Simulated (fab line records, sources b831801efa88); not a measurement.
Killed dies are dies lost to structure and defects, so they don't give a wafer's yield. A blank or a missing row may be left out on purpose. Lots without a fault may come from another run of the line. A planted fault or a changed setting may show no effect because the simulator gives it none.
A sampling plan put to the test | flow sfq_line | one fab line, 10 faults that these records tell of, each judged on the records of the lots that it struck
The plan is the line's own looks: the steps of the route at which a gauge or an inspection reads the wafer and doesn't change it. A look can be judged if struck wafers have a number there and the file gives its usual mean and standard deviation on fault-free wafers. Caught: at a look after the fault's first step, the mean of the struck wafers lies 4 or more of those standard deviations (sigma) from the usual mean. On the tool: the same test on the tool's own readings at the fault's steps. Another recipe on the struck wafers, or a record that is blank for them alone, also counts as caught.

THE FAULTS, as the simulator had put them in
1. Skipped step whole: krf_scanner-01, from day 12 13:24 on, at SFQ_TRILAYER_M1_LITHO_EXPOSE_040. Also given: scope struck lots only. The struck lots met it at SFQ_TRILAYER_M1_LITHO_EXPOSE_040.
2. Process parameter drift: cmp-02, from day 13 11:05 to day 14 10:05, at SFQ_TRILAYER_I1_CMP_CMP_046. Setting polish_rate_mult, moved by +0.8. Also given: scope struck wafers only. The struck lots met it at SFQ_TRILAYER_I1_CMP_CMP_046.
3. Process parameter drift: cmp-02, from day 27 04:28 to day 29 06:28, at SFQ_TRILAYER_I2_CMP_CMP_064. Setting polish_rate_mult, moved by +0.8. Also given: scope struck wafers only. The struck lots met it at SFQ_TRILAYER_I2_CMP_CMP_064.
4. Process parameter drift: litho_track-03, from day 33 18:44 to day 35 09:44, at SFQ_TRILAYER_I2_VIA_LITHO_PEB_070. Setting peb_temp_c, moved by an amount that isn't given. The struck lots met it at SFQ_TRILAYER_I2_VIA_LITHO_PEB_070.
5. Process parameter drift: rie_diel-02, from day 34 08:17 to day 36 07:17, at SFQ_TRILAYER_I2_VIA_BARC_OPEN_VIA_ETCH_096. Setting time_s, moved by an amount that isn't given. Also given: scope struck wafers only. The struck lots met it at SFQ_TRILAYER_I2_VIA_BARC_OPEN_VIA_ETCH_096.
6. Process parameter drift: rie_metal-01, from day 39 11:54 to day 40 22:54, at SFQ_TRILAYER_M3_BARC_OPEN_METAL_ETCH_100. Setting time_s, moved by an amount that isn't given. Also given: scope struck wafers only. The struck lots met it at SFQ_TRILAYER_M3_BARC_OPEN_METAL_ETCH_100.
7. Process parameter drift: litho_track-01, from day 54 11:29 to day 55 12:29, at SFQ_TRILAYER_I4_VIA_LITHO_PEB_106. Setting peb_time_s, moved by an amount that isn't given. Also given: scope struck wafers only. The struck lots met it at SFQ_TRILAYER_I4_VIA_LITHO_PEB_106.
8. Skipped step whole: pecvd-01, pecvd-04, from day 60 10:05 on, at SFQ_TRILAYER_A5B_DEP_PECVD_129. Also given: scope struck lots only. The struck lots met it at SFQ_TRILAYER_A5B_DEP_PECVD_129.
9. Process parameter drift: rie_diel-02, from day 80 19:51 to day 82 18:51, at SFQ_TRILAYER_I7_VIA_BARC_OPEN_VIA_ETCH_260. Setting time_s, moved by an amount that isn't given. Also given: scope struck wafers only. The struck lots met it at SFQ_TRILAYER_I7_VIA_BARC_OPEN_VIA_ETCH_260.
10. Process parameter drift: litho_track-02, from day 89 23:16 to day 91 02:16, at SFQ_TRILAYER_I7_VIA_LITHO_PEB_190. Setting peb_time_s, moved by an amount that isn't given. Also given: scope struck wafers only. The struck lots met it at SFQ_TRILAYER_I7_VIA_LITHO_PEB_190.

WHAT THE PLAN SAW
fault | on the tool itself                               | first look that catches it                      | reading, sigma | median hours from its first step to that look | hours from the fault's start to the first struck lot there | judged looks passed uncaught
1     | no reading that can be judged                    | no look after it can be judged                  | -              | -                                             | -                                                          | 0
2     | time_to_endpoint_s -12 sigma                     | no look after it can be judged                  | -              | -                                             | -                                                          | 0
3     | time_to_endpoint_s -13 sigma                     | no look after it can be judged                  | -              | -                                             | -                                                          | 0
4     | heater_power_total_W -54 sigma                   | no look after it can be judged                  | -              | -                                             | -                                                          | 0
5     | run_length_s +26 sigma                           | none of the 2 looks that can be judged after it | -              | -                                             | -                                                          | 2
6     | oes_product_au +12 sigma                         | no look after it can be judged                  | -              | -                                             | -                                                          | 0
7     | heater_power_total_W +21 sigma                   | no look after it can be judged                  | -              | -                                             | -                                                          | 0
8     | the tool's record is blank for the struck wafers | no look after it can be judged                  | -              | -                                             | -                                                          | 0
9     | only faintly: run_length_s -3.6 sigma            | no look after it can be judged                  | -              | -                                             | -                                                          | 0
10    | heater_power_total_W +99 or beyond sigma         | no look after it can be judged                  | -              | -                                             | -                                                          | 0
A dash: the fault isn't caught, or these records don't give the number.

Caught at a look: 0 of 10. Caught on the tool: 8 of 10. By one or the other: 8 of 10.
Caught on the tool alone: faults 2, 3, 4, 5, 6, 7, 8, 10.
Caught by neither: faults 1, 9.
